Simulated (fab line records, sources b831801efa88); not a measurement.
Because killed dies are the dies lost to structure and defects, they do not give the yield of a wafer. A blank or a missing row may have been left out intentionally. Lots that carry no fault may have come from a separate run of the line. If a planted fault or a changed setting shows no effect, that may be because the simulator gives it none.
Which tool did it? / flow sky130 / 11 lots, 33 wafers sampled, at 5 steps of a route of 708

## WHAT EACH GAUGE READ, for each wafer
SKY_POLY_GATE_THK_MEAS_21.
lot=L524; measured=day 17 16:09; on=film metro-02; POLY_GATE_OXIDATION_THK (nm)=3.98 3.99 4.03
lot=L525; measured=day 17 16:08; on=film metro-04; POLY_GATE_OXIDATION_THK (nm)=3.98 3.97 3.86
lot=L528; measured=day 19 18:16; on=film metro-03; POLY_GATE_OXIDATION_THK (nm)=4.02 4.06 4.08
lot=L530; measured=day 19 18:16; on=film metro-02; POLY_GATE_OXIDATION_THK (nm)=4.00 3.95 4.06
lot=L532; measured=day 20 00:00; on=film metro-03; POLY_GATE_OXIDATION_THK (nm)=4.04 4.03 3.98
lot=L534; measured=day 20 09:10; on=film metro-04; POLY_GATE_OXIDATION_THK (nm)=4.15 4.43 4.51
lot=L533; measured=day 20 10:25; on=film metro-04; POLY_GATE_OXIDATION_THK (nm)=5.08 5.15 5.07
lot=L535; measured=day 20 15:10; on=film metro-02; POLY_GATE_OXIDATION_THK (nm)=3.97 4.00 3.97
lot=L543; measured=day 23 17:13; on=film metro-04; POLY_GATE_OXIDATION_THK (nm)=3.98 4.04 3.91
lot=L544; measured=day 23 21:16; on=film metro-04; POLY_GATE_OXIDATION_THK (nm)=3.92 4.02 4.04
lot=L547; measured=day 24 20:16; on=film metro-02; POLY_GATE_OXIDATION_THK (nm)=3.99 4.02 4.05

SKY_VIA2_BOW_MEAS_03.
lot=L524; measured=day 36 05:31; on=film metro-02; VIA2_BOW (um)=72 94 75
lot=L525; measured=day 36 07:49; on=film metro-02; VIA2_BOW (um)=88 89 88
lot=L528; measured=day 38 04:40; on=film metro-01; VIA2_BOW (um)=72 87 78
lot=L530; measured=day 38 06:09; on=film metro-04; VIA2_BOW (um)=80 79 82
lot=L532; measured=day 38 08:11; on=film metro-04; VIA2_BOW (um)=87 81 74
lot=L534; measured=day 38 14:52; on=film metro-01; VIA2_BOW (um)=79 90 90
lot=L533; measured=day 38 18:07; on=film metro-04; VIA2_BOW (um)=81 74 68
lot=L535; measured=day 38 18:50; on=film metro-01; VIA2_BOW (um)=94 95 91
lot=L543; measured=day 41 08:14; on=film metro-01; VIA2_BOW (um)=91 82 98
lot=L544; measured=day 41 10:02; on=film metro-04; VIA2_BOW (um)=72 85 85
lot=L547; measured=day 42 06:05; on=film metro-01; VIA2_BOW (um)=99 94 87

## EACH LOT AND THE TOOL THAT RAN IT (in order: tool; ch and the chambers of the sampled wafers; start)
lot=L524; SKY_POLY_GATE_OXIDATION_20=furnace-01 ch 0, day 17 14:53; SKY_METAL2_ETCH_18=rie metal-03 ch 0,1, day 36 04:16; SKY_METAL2_STRIP_20=plasma asher-04 ch 0,1, day 36 04:26
lot=L525; SKY_POLY_GATE_OXIDATION_20=furnace-01 ch 0, day 17 14:53; SKY_METAL2_ETCH_18=rie metal-02 ch 0,1, day 36 06:35; SKY_METAL2_STRIP_20=plasma asher-01 ch 0,1, day 36 06:45
lot=L528; SKY_POLY_GATE_OXIDATION_20=furnace-02 ch 0, day 19 17:01; SKY_METAL2_ETCH_18=rie metal-01 ch 0,1, day 38 03:24; SKY_METAL2_STRIP_20=plasma asher-04 ch 0,1, day 38 03:34
lot=L530; SKY_POLY_GATE_OXIDATION_20=furnace-02 ch 0, day 19 17:01; SKY_METAL2_ETCH_18=rie metal-01 ch 0,1, day 38 04:50; SKY_METAL2_STRIP_20=plasma asher-01 ch 0,1, day 38 05:00
lot=L532; SKY_POLY_GATE_OXIDATION_20=furnace-01 ch 0, day 19 22:45; SKY_METAL2_ETCH_18=rie metal-01 ch 0,1, day 38 06:56; SKY_METAL2_STRIP_20=plasma asher-01 ch 0,1, day 38 07:06
lot=L534; SKY_POLY_GATE_OXIDATION_20=furnace-02 ch 0, day 20 07:55; SKY_METAL2_ETCH_18=rie metal-01 ch 0,1, day 38 13:36; SKY_METAL2_STRIP_20=plasma asher-04 ch 0,1, day 38 13:46
lot=L533; SKY_POLY_GATE_OXIDATION_20=furnace-02 ch 0, day 20 09:10; SKY_METAL2_ETCH_18=rie metal-02 ch 0,1, day 38 16:51; SKY_METAL2_STRIP_20=plasma asher-04 ch 1, day 38 17:01
lot=L535; SKY_POLY_GATE_OXIDATION_20=furnace-01 ch 0, day 20 13:55; SKY_METAL2_ETCH_18=rie metal-03 ch 0,1, day 38 17:37; SKY_METAL2_STRIP_20=plasma asher-03 ch 0,1, day 38 17:46
lot=L543; SKY_POLY_GATE_OXIDATION_20=furnace-02 ch 0, day 23 15:58; SKY_METAL2_ETCH_18=rie metal-03 ch 0,1, day 41 06:58; SKY_METAL2_STRIP_20=plasma asher-01 ch 0,1, day 41 07:07
lot=L544; SKY_POLY_GATE_OXIDATION_20=furnace-02 ch 0, day 23 19:59; SKY_METAL2_ETCH_18=rie metal-03 ch 0,1, day 41 08:44; SKY_METAL2_STRIP_20=plasma asher-01 ch 0,1, day 41 08:53
lot=L547; SKY_POLY_GATE_OXIDATION_20=furnace-02 ch 0, day 24 19:01; SKY_METAL2_ETCH_18=rie metal-02 ch 0, day 42 04:42; SKY_METAL2_STRIP_20=plasma asher-03 ch 1, day 42 04:59
- SKY_POLY_GATE_OXIDATION_20: stabilise 600 s, purge 300 s, target thk 4 nm.
- SKY_METAL2_ETCH_18: etches BARC in N2/H2, stops on SiO2, time 45.9 s, target depth 60 nm.
- SKY_METAL2_STRIP_20: strips in O2/N2.

## WHAT THE TOOLS THEMSELVES READ (means of the sampled wafers that have a number; where no wafer has one, the mark that the record gives instead)
SKY_POLY_GATE_OXIDATION_20.
lot=L524; tool=furnace-01; spike tc centre C (C)=849.2; spike tc lower C (C)=849.8; spike tc upper C (C)=849.5; zone power centre pct (%)=17.1; zone power lower pct (%)=18.0; zone power upper pct (%)=14.85
lot=L525; tool=furnace-01; spike tc centre C (C)=850.1; spike tc lower C (C)=849.8; spike tc upper C (C)=848.7; zone power centre pct (%)=17.0; zone power lower pct (%)=18.1; zone power upper pct (%)=15.05
lot=L528; tool=furnace-02; spike tc centre C (C)=849.7; spike tc lower C (C)=850.2; spike tc upper C (C)=849.3; zone power centre pct (%)=19.0; zone power lower pct (%)=16.5; zone power upper pct (%)=15.35
lot=L530; tool=furnace-02; spike tc centre C (C)=849.1; spike tc lower C (C)=850.2; spike tc upper C (C)=849.8; zone power centre pct (%)=18.9; zone power lower pct (%)=16.4; zone power upper pct (%)=15.44
lot=L532; tool=furnace-01; spike tc centre C (C)=850.2; spike tc lower C (C)=848.9; spike tc upper C (C)=848.8; zone power centre pct (%)=16.9; zone power lower pct (%)=18.1; zone power upper pct (%)=14.89
lot=L534; tool=furnace-02; spike tc centre C (C)=893.7; spike tc lower C (C)=845.2; spike tc upper C (C)=844.2; zone power centre pct (%)=35.9; zone power lower pct (%)=8.6; zone power upper pct (%)=8.01
lot=L533; tool=furnace-02; spike tc centre C (C)=894.3; spike tc lower C (C)=844.4; spike tc upper C (C)=844.4; zone power centre pct (%)=35.9; zone power lower pct (%)=8.6; zone power upper pct (%)=8.03
lot=L535; tool=furnace-01; spike tc centre C (C)=850.0; spike tc lower C (C)=850.6; spike tc upper C (C)=849.2; zone power centre pct (%)=17.0; zone power lower pct (%)=18.0; zone power upper pct (%)=14.96
lot=L543; tool=furnace-02; spike tc centre C (C)=849.0; spike tc lower C (C)=850.5; spike tc upper C (C)=849.7; zone power centre pct (%)=19.0; zone power lower pct (%)=16.5; zone power upper pct (%)=15.31
lot=L544; tool=furnace-02; spike tc centre C (C)=850.3; spike tc lower C (C)=850.6; spike tc upper C (C)=849.3; zone power centre pct (%)=19.0; zone power lower pct (%)=16.4; zone power upper pct (%)=15.49
lot=L547; tool=furnace-02; spike tc centre C (C)=848.4; spike tc lower C (C)=849.9; spike tc upper C (C)=850.3; zone power centre pct (%)=18.8; zone power lower pct (%)=16.3; zone power upper pct (%)=15.33

SKY_METAL2_ETCH_18.
lot=L524; tool=rie metal-03; drypump motor current A (A)=5.2; oes product au (a.u.)=0.855; throttle valve pct (%)=13.241
lot=L525; tool=rie metal-02; drypump motor current A (A)=6.1; oes product au (a.u.)=0.856; throttle valve pct (%)=13.221
lot=L528; tool=rie metal-01; drypump motor current A (A)=5.3; oes product au (a.u.)=0.858; throttle valve pct (%)=13.227
lot=L530; tool=rie metal-01; drypump motor current A (A)=5.3; oes product au (a.u.)=0.854; throttle valve pct (%)=13.230
lot=L532; tool=rie metal-01; drypump motor current A (A)=5.3; oes product au (a.u.)=0.848; throttle valve pct (%)=13.215
lot=L534; tool=rie metal-01; drypump motor current A (A)=5.3; oes product au (a.u.)=0.860; throttle valve pct (%)=13.227
lot=L533; tool=rie metal-02; drypump motor current A (A)=6.2; oes product au (a.u.)=0.853; throttle valve pct (%)=13.223
lot=L535; tool=rie metal-03; drypump motor current A (A)=5.8; oes product au (a.u.)=0.854; throttle valve pct (%)=13.228
lot=L543; tool=rie metal-03; drypump motor current A (A)=5.2; oes product au (a.u.)=0.853; throttle valve pct (%)=13.225
lot=L544; tool=rie metal-03; drypump motor current A (A)=5.2; oes product au (a.u.)=0.860; throttle valve pct (%)=13.229
lot=L547; tool=rie metal-02; drypump motor current A (A)=6.4; oes product au (a.u.)=0.858; throttle valve pct (%)=13.224

SKY_METAL2_STRIP_20.
lot=L524; tool=plasma asher-04; drypump motor current A (A)=6.0; oes product au (a.u.)=0.339; strip time to endpoint s (s)=2.63
lot=L525; tool=plasma asher-01; drypump motor current A (A)=6.2; oes product au (a.u.)=0.341; strip time to endpoint s (s)=2.62
lot=L528; tool=plasma asher-04; drypump motor current A (A)=5.8; oes product au (a.u.)=0.336; strip time to endpoint s (s)=2.68
lot=L530; tool=plasma asher-01; drypump motor current A (A)=6.2; oes product au (a.u.)=0.340; strip time to endpoint s (s)=2.67
lot=L532; tool=plasma asher-01; drypump motor current A (A)=6.2; oes product au (a.u.)=0.346; strip time to endpoint s (s)=2.66
lot=L534; tool=plasma asher-04; drypump motor current A (A)=6.0; oes product au (a.u.)=0.341; strip time to endpoint s (s)=2.65
lot=L533; tool=plasma asher-04; drypump motor current A (A)=6.2; oes product au (a.u.)=0.340; strip time to endpoint s (s)=2.70
lot=L535; tool=plasma asher-03; drypump motor current A (A)=5.6; oes product au (a.u.)=0.343; strip time to endpoint s (s)=2.65
lot=L543; tool=plasma asher-01; drypump motor current A (A)=6.2; oes product au (a.u.)=0.344; strip time to endpoint s (s)=2.64
lot=L544; tool=plasma asher-01; drypump motor current A (A)=6.1; oes product au (a.u.)=0.344; strip time to endpoint s (s)=2.62
lot=L547; tool=plasma asher-03; drypump motor current A (A)=5.4; oes product au (a.u.)=0.345; strip time to endpoint s (s)=2.70

## THE ANSWER, worked out from the rows above alone
Rule: the usual values come from the lots themselves. Put in order of their means at a reading, lots are off if they are a third of the lots or fewer, leave a main group of 4 or more, and stand apart from it by a gap of 3 or more times the standard deviation of the main group's means; of several such gaps the widest counts. If all means in a main group match to the digits the tables above print for the reading, that group is not used. Also off: a lot with no number at a reading for which 4 or more lots have one. The other lots that the step has rows for count as sound. After the gauges, taken in route order, come the tools' own readings; for these a lot's mean is taken, as printed above. At the first step where some lot is off, the reading lying furthest off is the one used; lots without a number count as furthest.
Off: L534, L533, seen at SKY_POLY_GATE_THK_MEAS_21 (POLY_GATE_OXIDATION_THK). The main group has a mean of 4.00 nm with a standard deviation of 0.031.
If a tool, at a process step before that reading, ran all the lots that are off and no sound lot after the first of them, it fits. The gauges at SKY_POLY_GATE_THK_MEAS_21 aren't tried: what is off there is off at SKY_POLY_GATE_OXIDATION_20 too, on other tools, and a gauge's error can't cause that. No candidate that was tried fits.

## WHAT HAD BEEN PUT IN BY THE SIMULATOR
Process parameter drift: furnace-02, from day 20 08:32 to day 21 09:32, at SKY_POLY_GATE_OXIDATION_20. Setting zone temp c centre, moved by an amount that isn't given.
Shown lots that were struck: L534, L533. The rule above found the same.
